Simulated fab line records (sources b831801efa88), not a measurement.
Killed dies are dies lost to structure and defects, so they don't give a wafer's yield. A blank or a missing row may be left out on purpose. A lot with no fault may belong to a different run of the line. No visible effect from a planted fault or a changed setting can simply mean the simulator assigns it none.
Chamber matching || flow sky130 || SKY_CAPM_CVD_00 on pecvd-04: 3 sister chambers
The step deposits SiO2, target thk 15.5 nm. 3 wafers are shown with their chamber, then 10 later ones without.

WAFERS PAIRED WITH THEIR CHAMBERS
{"wafer": "L081.4", "chamber": 2, "heater-power-w (W)": 981}
{"wafer": "L086.4", "chamber": 0, "heater-power-w (W)": 741}
{"wafer": "L086.5", "chamber": 1, "heater-power-w (W)": 677}

WAFERS WITHOUT THEIR CHAMBER
{"wafer": "L086.6", "heater-power-w (W)": 913}
{"wafer": "L089.1", "heater-power-w (W)": 624}
{"wafer": "L089.4", "heater-power-w (W)": 717}
{"wafer": "L089.6", "heater-power-w (W)": 947}
{"wafer": "L094.2", "heater-power-w (W)": 830}
{"wafer": "L094.3", "heater-power-w (W)": 760}
{"wafer": "L094.6", "heater-power-w (W)": 746}
{"wafer": "L095.1", "heater-power-w (W)": 650}
{"wafer": "L095.4", "heater-power-w (W)": 921}
{"wafer": "L095.5", "heater-power-w (W)": 639}

WHICH CHAMBER EACH WENT THROUGH
{"wafer": "L086.6", "from the rows above": 2, "in truth": 2}
{"wafer": "L089.1", "from the rows above": "can't be placed: 1 or 0", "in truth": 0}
{"wafer": "L089.4", "from the rows above": "can't be placed: 0 or 1", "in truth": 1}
{"wafer": "L089.6", "from the rows above": 2, "in truth": 2}
{"wafer": "L094.2", "from the rows above": "can't be placed: 0 or 2 or 1", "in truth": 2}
{"wafer": "L094.3", "from the rows above": "can't be placed: 0 or 1", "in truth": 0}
{"wafer": "L094.6", "from the rows above": "can't be placed: 0 or 1", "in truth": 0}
{"wafer": "L095.1", "from the rows above": "can't be placed: 1 or 0", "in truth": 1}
{"wafer": "L095.4", "from the rows above": 2, "in truth": 2}
{"wafer": "L095.5", "from the rows above": "can't be placed: 1 or 0", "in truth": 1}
Correctly placed: 3 of 10. These rows do not allow placing 7 (true chamber among the candidates in 7). Number placed wrongly: 0.
How it was worked out, from the rows above alone: a wafer's distance from a chamber is the root of the sum, over the readings, of the square of ((its reading less the chamber's mean) divided by the reading's scatter). If the next closest chamber is less than 2 further off than the closest, the wafer can't be placed; otherwise it belongs to the closest. The mean given for a chamber averages the wafers shown for that chamber. The scatter (one wafer shown for each chamber): square how far every hidden wafer sits from the nearest shown wafer, average those squares and take the square root.
